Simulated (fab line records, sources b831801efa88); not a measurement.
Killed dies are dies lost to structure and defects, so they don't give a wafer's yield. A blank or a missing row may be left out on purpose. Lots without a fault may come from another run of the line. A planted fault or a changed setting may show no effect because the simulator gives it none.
Which tool did it? | flow gf180mcu | 12 lots, 36 wafers sampled, at 5 steps of a route of 602

WHAT THE GAUGES READ, wafer by wafer
GF_SAB_OVL_MEAS_10. Usual: SAB_OVL -0.4 nm, standard deviation 1.1.
lot  | measured     | on         | SAB_OVL (nm)   | flag
L501 | day 14 22:43 | overlay-02 | -0.8 -1.7 -1.4 |
L502 | day 15 18:16 | overlay-01 | 0.1 0.9 0.0    |
L504 | day 16 00:38 | overlay-01 | -0.4 0.2 0.7   |
L505 | day 16 18:49 | overlay-02 | -1.4 -0.5 -0.2 |
L509 | day 18 02:21 | overlay-01 | -1.0 -3.8 -1.5 |
L510 | day 18 13:33 | overlay-02 | -1.8 -0.9 -0.2 |
L511 | day 18 19:32 | overlay-02 | -0.4 1.0 1.6   |
L519 | day 21 17:25 | overlay-02 | 0.7 0.6 -0.7   |
L520 | day 21 22:25 | overlay-02 | -0.5 -1.4 0.5  |
L521 | day 22 04:25 | overlay-01 | 0.1 1.4 -1.1   |
L522 | day 22 13:10 | overlay-02 | -1.1 -1.8 -0.5 |
L523 | day 22 20:47 | overlay-01 | -1.4 -1.0 -1.6 |

GF_SALICIDE_RS_MEAS_04: measures by four-point-probe. Usual: SALICIDE_TIN_RS 16.3 ohm/sq, standard deviation 0.41.
lot  | measured     | on            | SALICIDE_TIN_RS (ohm/sq) | flag
L501 | day 14 23:10 | film_metro-02 | 16.5 16.8 16.5           |
L502 | day 15 18:41 | film_metro-04 | 15.8 16.0 15.8           |
L504 | day 16 01:06 | film_metro-02 | 17.1 16.6 16.7           |
L505 | day 16 19:14 | film_metro-03 | 16.3 16.0 16.0           |
L509 | day 18 02:47 | film_metro-03 | 16.1 16.1 15.9           |
L510 | day 18 13:59 | film_metro-03 | 16.5 16.5 16.8           |
L511 | day 18 19:58 | film_metro-04 | 16.6 15.9 16.4           |
L519 | day 21 17:52 | film_metro-02 | 16.6 17.0 17.0           |
L520 | day 21 22:52 | film_metro-04 | 16.5 16.8 16.5           |
L521 | day 22 04:54 | film_metro-04 | 16.6 16.5 16.1           |
L522 | day 22 13:36 | film_metro-04 | 16.1 15.7 16.1           |
L523 | day 22 21:14 | film_metro-02 | 16.1 16.2 16.6           |

GF_M1_THK_MEAS_06: measures by xrf. Usual: M1_ALCU_THK 450 nm, standard deviation 6.5.
lot  | measured     | on            | M1_ALCU_THK (nm) | flag
L501 | day 15 23:49 | film_metro-03 | 451 449 447      |
L502 | day 16 20:18 | film_metro-01 | 453 451 462      |
L504 | day 17 02:02 | film_metro-01 | 455 445 457      |
L505 | day 17 20:55 | film_metro-03 | 449 445 454      |
L509 | day 19 05:56 | film_metro-04 | 451 459 452      |
L510 | day 19 17:59 | film_metro-03 | 461 454 454      |
L511 | day 19 22:44 | film_metro-03 | 443 431 434      |
L519 | day 22 19:52 | film_metro-04 | 463 456 440      |
L520 | day 23 01:01 | film_metro-04 | 459 446 447      |
L521 | day 23 07:04 | film_metro-01 | 461 452 463      |
L522 | day 23 14:53 | film_metro-03 | 441 450 449      |
L523 | day 23 22:47 | film_metro-03 | 441 449 438      |

WHICH TOOL RAN EACH LOT (tool, then ch and the chambers of the sampled wafers, then the start)
lot  | GF_CONTACT_SPUTTER_22        | GF_M1_SPUTTER_04
L501 | pvd_sputter-01, day 15 22:41 | pvd_sputter-04, day 15 23:38
L502 | pvd_sputter-01, day 16 19:16 | pvd_sputter-04, day 16 20:08
L504 | pvd_sputter-04, day 17 01:00 | pvd_sputter-02, day 17 01:52
L505 | pvd_sputter-04, day 17 19:54 | pvd_sputter-03, day 17 20:46
L509 | pvd_sputter-01, day 19 04:55 | pvd_sputter-04, day 19 05:47
L510 | pvd_sputter-01, day 19 15:53 | pvd_sputter-04, day 19 17:49
L511 | pvd_sputter-04, day 19 21:43 | pvd_sputter-04, day 19 22:35
L519 | pvd_sputter-02, day 22 18:50 | pvd_sputter-02, day 22 19:41
L520 | pvd_sputter-04, day 22 23:58 | pvd_sputter-02, day 23 00:50
L521 | pvd_sputter-02, day 23 06:01 | pvd_sputter-03, day 23 06:53
L522 | pvd_sputter-01, day 23 13:51 | pvd_sputter-03, day 23 14:43
L523 | pvd_sputter-04, day 23 21:45 | pvd_sputter-02, day 23 22:37
- GF_CONTACT_SPUTTER_22: material Ti, target thk 15 nm, time 80.02 s.
- GF_M1_SPUTTER_04: material TiN, target thk 50 nm, time 41.7 s.

WHAT THE TOOLS THEMSELVES READ (means of the sampled wafers that have a number; where no wafer has one, the mark that the record gives instead)
GF_CONTACT_SPUTTER_22. Usual: cathode_dc_power_W 2500.0 W, standard deviation 0.43; throttle_valve_pct 29.7 %, standard deviation 0.84.
lot  | tool           | cathode_dc_power_W (W) | throttle_valve_pct (%) | flag
L501 | pvd_sputter-01 | 2500.1                 | 29.0                   |
L502 | pvd_sputter-01 | 2500.3                 | 29.3                   |
L504 | pvd_sputter-04 | 2500.4                 | 30.0                   |
L505 | pvd_sputter-04 | 2500.3                 | 29.8                   |
L509 | pvd_sputter-01 | 2500.0                 | 29.5                   |
L510 | pvd_sputter-01 | 2500.0                 | 29.4                   |
L511 | pvd_sputter-04 | 2500.0                 | 29.7                   |
L519 | pvd_sputter-02 | 2500.2                 | 31.1                   |
L520 | pvd_sputter-04 | 2499.6                 | 30.1                   |
L521 | pvd_sputter-02 | 2499.5                 | 30.8                   |
L522 | pvd_sputter-01 | 2500.4                 | 28.9                   |
L523 | pvd_sputter-04 | 2499.8                 | 29.6                   |

GF_M1_SPUTTER_04. Usual: cathode_dc_power_W 6500.0 W, standard deviation 1.2; throttle_valve_pct 30.1 %, standard deviation 0.82.
lot  | tool           | cathode_dc_power_W (W) | throttle_valve_pct (%) | flag
L501 | pvd_sputter-04 | 6499.7                 | 30.1                   |
L502 | pvd_sputter-04 | 6499.9                 | 29.7                   |
L504 | pvd_sputter-02 | 6501.2                 | 30.5                   |
L505 | pvd_sputter-03 | 6499.5                 | 30.6                   |
L509 | pvd_sputter-04 | 6499.4                 | 29.9                   |
L510 | pvd_sputter-04 | 6499.4                 | 30.1                   |
L511 | pvd_sputter-04 | 6500.3                 | 29.9                   |
L519 | pvd_sputter-02 | 6499.2                 | 30.6                   |
L520 | pvd_sputter-02 | 6500.4                 | 31.0                   |
L521 | pvd_sputter-03 | 6500.5                 | 30.0                   |
L522 | pvd_sputter-03 | 6500.4                 | 30.6                   |
L523 | pvd_sputter-02 | 6500.1                 | 30.2                   |

THE ANSWER, worked out from the rows above alone
Rule: a lot is off if the mean of its wafers that have a number lies more than 3 standard deviations from the usual mean. A lot without any number at a reading at which 4 lots or more have one is off too. The other lots that the step has rows for count as sound. The gauges are gone through in route order, then the tools' own readings, and for those a lot's mean is taken as printed above. The first step at which some lot is off is used, and at that step the reading that is off furthest; a lot without a number counts as furthest.
No lot is off at any reading shown: from this, nothing can be told.

WHAT THE SIMULATOR HAD PUT IN
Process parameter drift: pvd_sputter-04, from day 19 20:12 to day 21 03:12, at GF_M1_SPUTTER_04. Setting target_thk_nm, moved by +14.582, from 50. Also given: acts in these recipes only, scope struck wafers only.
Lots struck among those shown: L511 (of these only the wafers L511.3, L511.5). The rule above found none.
